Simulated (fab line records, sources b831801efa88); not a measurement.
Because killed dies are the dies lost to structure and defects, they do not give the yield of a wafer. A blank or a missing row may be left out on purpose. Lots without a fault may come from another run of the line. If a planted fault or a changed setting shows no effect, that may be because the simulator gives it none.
Which of the tools did it? + flow sky130 + 42 wafers from 14 lots sampled at 3 of the route's 708 steps

WHAT THE GAUGES SHOWED, per wafer
SKY_NWELL_OVL_MEAS_10.
| lot  | measured     | on         | NWELL_00_OVL (nm) |
|------|--------------|------------|-------------------|
| L969 | day 4 13:10  | overlay-02 | -1.7 -1.2 1.4     |
| L972 | day 5 03:49  | overlay-02 | 2.7 2.5 1.8       |
| L973 | day 5 09:16  | overlay-01 | -1.2 1.7 -0.7     |
| L974 | day 5 14:16  | overlay-01 | -0.3 -0.9 -0.8    |
| L975 | day 5 20:49  | overlay-02 | 0.5 -0.8 0.4      |
| L979 | day 7 03:13  | overlay-01 | -0.4 -2.9 -3.2    |
| L978 | day 7 03:31  | overlay-01 | -0.4 -0.1 -0.9    |
| L980 | day 7 03:40  | overlay-02 | 0.8 1.9 -0.3      |
| L981 | day 7 12:37  | overlay-01 | -0.7 -2.0 -2.1    |
| L982 | day 7 15:31  | overlay-01 | 0.2 -1.9 0.5      |
| L989 | day 9 08:04  | overlay-02 | 1.3 1.3 1.1       |
| L990 | day 9 14:13  | overlay-02 | -2.9 -1.1 -2.0    |
| L991 | day 9 19:40  | overlay-02 | -2.6 -0.9 -1.7    |
| L992 | day 10 04:01 | overlay-01 | 0.7 -1.7 -1.0     |

SKY_VT_ADJUST_HVTR_OVL_MEAS_08.
| lot  | measured     | on         | VT_ADJUST_HVTR_OVL (nm) |
|------|--------------|------------|-------------------------|
| L969 | day 9 09:35  | overlay-02 | 1.1 0.7 0.1             |
| L972 | day 10 02:59 | overlay-02 | -0.1 -0.4 1.0           |
| L973 | day 10 09:54 | overlay-02 | 1.2 -1.7 1.7            |
| L974 | day 10 17:50 | overlay-01 | 1.1 -1.0 1.5            |
| L975 | day 11 02:38 | overlay-01 | 0.1 -1.3 -3.1           |
| L979 | day 12 16:11 | overlay-02 | 1.9 1.5 -0.3            |
| L978 | day 12 17:07 | overlay-01 | 1.1 0.2 1.4             |
| L980 | day 12 17:17 | overlay-02 | 2.4 2.5 2.4             |
| L981 | day 13 05:26 | overlay-01 | -0.7 -2.6 -1.2          |
| L982 | day 13 09:44 | overlay-02 | -1.6 -1.4 -0.3          |
| L989 | day 15 11:26 | overlay-01 | 0.6 -1.0 -0.4           |
| L990 | day 15 20:14 | overlay-02 | 0.0 1.7 -0.2            |
| L991 | day 16 03:14 | overlay-02 | -0.5 2.4 1.1            |
| L992 | day 16 13:17 | overlay-02 | 0.3 0.7 0.5             |

SKY_VT_ADJUST_PCH_OVL_MEAS_07.
| lot  | measured     | on         | VT_ADJUST_PCH_OVL (nm) |
|------|--------------|------------|------------------------|
| L969 | day 10 08:22 | overlay-02 | 0.2 -0.3 -1.5          |
| L972 | day 11 01:15 | overlay-02 | 0.2 1.0 1.7            |
| L973 | day 11 09:25 | overlay-01 | -2.1 -0.9 -1.8         |
| L974 | day 11 17:51 | overlay-01 | -0.6 0.2 0.3           |
| L975 | day 12 02:09 | overlay-01 | 0.1 0.8 -0.4           |
| L979 | day 13 17:52 | overlay-02 | 2.3 -1.3 -1.2          |
| L978 | day 13 18:34 | overlay-01 | 1.7 0.6 3.0            |
| L980 | day 13 19:10 | overlay-01 | 0.3 0.9 1.1            |
| L981 | day 14 07:16 | overlay-01 | 0.7 0.1 -1.4           |
| L982 | day 14 11:19 | overlay-01 | -0.8 -0.2 0.2          |
| L989 | day 16 15:13 | overlay-01 | -0.2 0.6 1.2           |
| L990 | day 17 00:22 | overlay-02 | -0.3 0.3 0.3           |
| L991 | day 17 08:31 | overlay-01 | -0.2 0.2 -0.6          |
| L992 | day 17 18:01 | overlay-01 | 1.5 -0.8 -1.0          |

WHICH TOOL RAN EACH LOT (tool, then ch and the chambers of the sampled wafers, then the start)
No process step before these readings appears in the record.

WHAT THE TOOLS THEMSELVES READ (means of the sampled wafers that have a number; where no wafer has one, the mark that the record gives instead)
The record holds no such reading with a usual standard deviation.

THE ANSWER, worked out from the rows above alone
Rule: the usual values come from the lots themselves. The widest of any qualifying gaps counts: lots, ordered by their means at a reading, are off when they make up no more than a third of the lots, leave a main group of 4 or more, and stand apart from it by 3 or more times the standard deviation of that group's means. A main group is skipped when, at the precision printed for the reading in the tables above, its means are all equal. Also off: a lot with no number at a reading for which 4 or more lots have one. Where the step has rows for the other lots, those lots are counted as sound. First the gauges in route order, then the tools' own readings, where a lot's mean is used as printed above. The first step at which some lot is off is used, and at that step the reading that is off furthest; a lot without a number counts as furthest.
None of the lots is off at any reading shown; this tells nothing.

WHAT THE SIMULATOR HAD INSERTED
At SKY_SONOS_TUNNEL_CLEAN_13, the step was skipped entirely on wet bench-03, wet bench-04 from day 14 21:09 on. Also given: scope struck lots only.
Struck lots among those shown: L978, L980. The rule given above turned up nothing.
